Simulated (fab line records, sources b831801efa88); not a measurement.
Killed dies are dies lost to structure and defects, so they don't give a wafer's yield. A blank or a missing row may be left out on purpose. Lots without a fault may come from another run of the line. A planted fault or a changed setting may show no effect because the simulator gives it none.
A struck lot beside a sound one | flow sky130 | 43 steps out of a route of 708
Sound: wafers L804.2, L804.5, L804.6. Struck: wafers L819.1, L819.4, L819.6. The cause comes at the end.
At each step with rows: each side's tool, then ch and its chambers, then its first start. Under that, the readings that differ: sound wafers | struck wafers | difference of the means | sigmas: that difference in standard deviations of wafers without a fault.
alike: readings whose means differ by less than 2 such deviations, and words and numbers that are the same on both sides. not compared: withheld readings, readings that some wafer has no value for, bounds like >300 that may hide the same value, and numbers for which the record gives no deviation and whose values overlap.
The two part at a step that has a row with sigmas, a row that says differs or no value, or rows on one side only. Numbers that don't overlap but have no deviation are shown without sigmas and don't part them. A reading that every wafer of one side lacks parts them only if that side has two wafers or more.

SKY_FIELD_ISO_ETCH_17: etches Si in HBr/Cl2/O2, target depth 342 nm, time 97.7 s.
  sound on rie_si-02 ch 1,2, day 2 06:08; struck on rie_si-01 ch 1,2, day 5 11:46
  reading                     | sound          | struck         | difference | sigmas
  drypump_motor_current_A (A) | 5.18 5.17 5.47 | 5.75 6.13 5.77 | +0.61      | +2
  alike: oes_product_au, rf_fwd_power_W, throttle_valve_pct
  not compared: rf_hours_counter_h
then, 5 steps without rows for these wafers: SKY_FIELD_ISO_WET_ETCH_18 (etches Si3N4 in H3PO4, target depth 25 nm, time 286 s); SKY_FIELD_ISO_CLEAN_19 (cleans in SC1/SC2, time 150 s); SKY_FIELD_ISO_CLEAN_20 (cleans in dHF, time 20 s); SKY_FIELD_ISO_WET_ETCH_21 (etches SiO2 in dHF, target depth 20 nm, time 391.8 s); SKY_FIELD_ISO_OXIDATION_22 (stabilise 600 s, purge 300 s, target thk 10 nm).
SKY_FIELD_ISO_THK_MEAS_23:
  sound on film_metro-01, day 2 10:17; struck on film_metro-01, day 5 13:17
  alike: FIELD_ISO_OXIDATION_01_THK
then, 1 step without rows for these wafers: SKY_FIELD_ISO_CVD_24 (deposits SiO2, target thk 595 nm, time 99.2 s).
SKY_FIELD_ISO_THK_MEAS_25:
  sound on film_metro-02, day 2 10:26; struck on film_metro-02, day 5 13:25
  alike: FIELD_ISO_CVD_24_THK
then, 1 step without rows for these wafers: SKY_FIELD_ISO_ANNEAL_26 (time 1800 s).
SKY_FIELD_ISO_CMP_27: polishes, stops on Si3N4, t overpolish 16 s, target thk 457.8 nm.
  sound on cmp-02 ch 0,3, day 2 12:04; struck on cmp-01 ch 1,3, day 5 14:58
  alike: edge_zone_pressure_frac, motor_current_A, overpolish_run_s, time_to_endpoint_s
then, 1 step without rows for these wafers: SKY_FIELD_ISO_WET_ETCH_28 (etches SiO2 in dHF, target depth 23.7 nm, time 47 s).
SKY_FIELD_ISO_WET_ETCH_29: etches Si3N4 in H3PO4, target depth 160 nm, time 1825 s.
  sound on wet_bench-03 ch 0, day 2 12:23; struck on wet_bench-01 ch 3, day 5 15:18
  alike: bath_heat_duty_pct
then, 3 steps without rows for these wafers: SKY_FIELD_ISO_WET_ETCH_30 (etches SiO2 in dHF, target depth 25 nm, time 50 s); SKY_NWELL_CLEAN_00 (cleans in SC1/SC2, time 150 s); SKY_NWELL_OXIDATION_01 (stabilise 600 s, purge 300 s, target thk 10 nm).
SKY_NWELL_THK_MEAS_02:
  sound on film_metro-01, day 2 14:58; struck on film_metro-04, day 5 19:16
  reading                  | sound          | struck            | difference | sigmas
  NWELL_OXIDATION_THK (nm) | 9.74 9.56 9.65 | 10.16 10.15 10.16 | +0.51      | +3
then, 8 steps without rows for these wafers: SKY_DNWELL_DEHYDRATE_00 (time 60 s); SKY_DNWELL_HMDS_01 (prime time 60 s); SKY_DNWELL_COAT_02 (resist thk 2942 nm); SKY_DNWELL_SOFTBAKE_03; SKY_DNWELL_EXPOSE_04 (exposes mask DNM, target cd 3000 nm); SKY_DNWELL_PEB_05; SKY_DNWELL_DEVELOP_06 (develop time 60 s); SKY_DNWELL_IMPLANT_07.
SKY_DNWELL_STRIP_08: strips in O2/N2.
  sound on plasma_asher-02 ch 0,1, day 3 05:47; struck on plasma_asher-01 ch 0,1, day 6 13:19
  alike: drypump_motor_current_A, oes_product_au, strip_time_to_endpoint_s
  not compared: rf_hours_counter_h
SKY_DNWELL_TW_MEAS_09:
  sound on film_metro-04, day 3 05:53; struck on film_metro-01, day 6 13:25
  reading   | sound          | struck         | difference | sigmas
  DNWELL_TW | 1141 1147 1138 | 1116 1111 1119 | -27        | -2
then, 7 steps without rows for these wafers: SKY_PWDE_DEHYDRATE_00 (time 60 s); SKY_PWDE_HMDS_01 (prime time 60 s); SKY_PWDE_COAT_02 (resist thk 3000 nm); SKY_PWDE_SOFTBAKE_03; SKY_PWDE_EXPOSE_04 (exposes mask PWDEM, target cd 840 nm); SKY_PWDE_PEB_05; SKY_PWDE_DEVELOP_06 (develop time 60 s).
SKY_PWDE_OVL_MEAS_07:
  sound on overlay-02, day 3 21:43; struck on overlay-01, day 7 08:20
  alike: PWDE_OVL
then, 1 step without rows for these wafers: SKY_PWDE_IMPLANT_08.
SKY_PWDE_STRIP_09: strips in O2/N2.
  sound on plasma_asher-04 ch 0,1, day 3 21:54; struck on plasma_asher-04 ch 0,1, day 7 08:32
  alike: drypump_motor_current_A, oes_product_au, strip_time_to_endpoint_s
  not compared: rf_hours_counter_h
SKY_PWDE_TW_MEAS_10:
  sound on film_metro-04, day 3 22:01; struck on film_metro-01, day 7 08:38
  alike: PWDE_TW
then, 4 steps without rows for these wafers: SKY_NWELL_DEHYDRATE_03 (time 60 s); SKY_NWELL_HMDS_04 (prime time 60 s); SKY_NWELL_COAT_05 (resist thk 3000 nm); SKY_NWELL_SOFTBAKE_06.
-- the record jumps here: 42 days lie between the struck wafers' starts before and after (it left off in module NWELL and takes up again in module PAD_OPEN, whose first step shown is number 708 of the route) --
SKY_PAD_OPEN_PROBE_99:
  sound on prober-01, day 45 17:02; struck on prober-02, day 49 14:11
  reading             | sound    | struck      | difference | sigmas
  killed_at_front_end | 21 17 14 | 52 52 51    | +34        | +8
  killed_dies         | 89 95 76 | 123 127 150 | +47        | +5
  killed_on_rim       | 20 24 11 | 34 29 31    | +13        | +3
  alike: killed_at_M0_to_M3, killed_at_M4_up, killed_at_contacts, killed_at_other, killed_open, killed_short

WHERE THEY PART
First at SKY_FIELD_ISO_ETCH_17; last, within this record, at SKY_PAD_OPEN_PROBE_99.

WHY: what the simulator had put in
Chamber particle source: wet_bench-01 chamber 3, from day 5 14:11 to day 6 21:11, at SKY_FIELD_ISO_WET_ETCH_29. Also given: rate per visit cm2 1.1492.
